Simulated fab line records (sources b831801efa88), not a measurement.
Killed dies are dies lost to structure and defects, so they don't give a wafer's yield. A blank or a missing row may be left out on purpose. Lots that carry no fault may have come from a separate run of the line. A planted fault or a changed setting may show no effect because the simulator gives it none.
The same fault as seen by 2 desks ; flow sky130 ; what lay behind the numbers comes last; until then each desk has only its own

== FROM THE METROLOGY DESK ==
Means of the sampled wafers that have a number, per lot and without regard to the tool the lot ran on: this is what the gauges read. Marked OUT: a lot whose mean sits more than 4 standard deviations from the usual mean, which makes it out of limits; the brackets give that distance.
Columns: A = cd_nm at SKY_VIA1_CD_MEAS_12, usual 149.0 nm; B = VIA1_OVL at SKY_VIA1_OVL_MEAS_13, usual 0 nm
lot;first seen here;A;B
L610;day 36 05:16;148.3;-6
L626;day 39 19:34;151.0;-1
L627;day 39 20:13;150.0;7
L628;day 40 03:57;146.8;4
L630;day 40 21:08;149.6;-3
L631;day 41 00:08;145.2;1
This desk's verdict: no lot among the 6 shows anything out of limits.

== TOOL OWNER'S DESK, pvd_sputter-04 ==
The tool's own readings at SKY_VIA1_SPUTTER_20 (material TiN, target thk 20 nm, time 80 s): means of the sampled wafers that have a number, for each lot that ran on this tool. Marked OUT: a lot whose mean sits more than 4 standard deviations from the usual mean, which makes it out of limits; the brackets give that distance.
Columns: A = cathode_dc_power_W at SKY_VIA1_SPUTTER_20, usual 4000.0 W; B = throttle_valve_pct at SKY_VIA1_SPUTTER_20, usual 30.0 %
lot;first seen here;A;B
L626;day 39 20:23;4000.0;30.1
L627;day 39 21:02;3999.6;29.9
L628;day 40 04:49;4000.1;30.1
This desk's verdict: no lot among the 3 shows anything out of limits.

== PUT TOGETHER ==
Nothing out of limits was seen by the metrology desk.
The tool owner's desk saw nothing out of limits.

== WHAT THE SIMULATOR HAD INSERTED ==
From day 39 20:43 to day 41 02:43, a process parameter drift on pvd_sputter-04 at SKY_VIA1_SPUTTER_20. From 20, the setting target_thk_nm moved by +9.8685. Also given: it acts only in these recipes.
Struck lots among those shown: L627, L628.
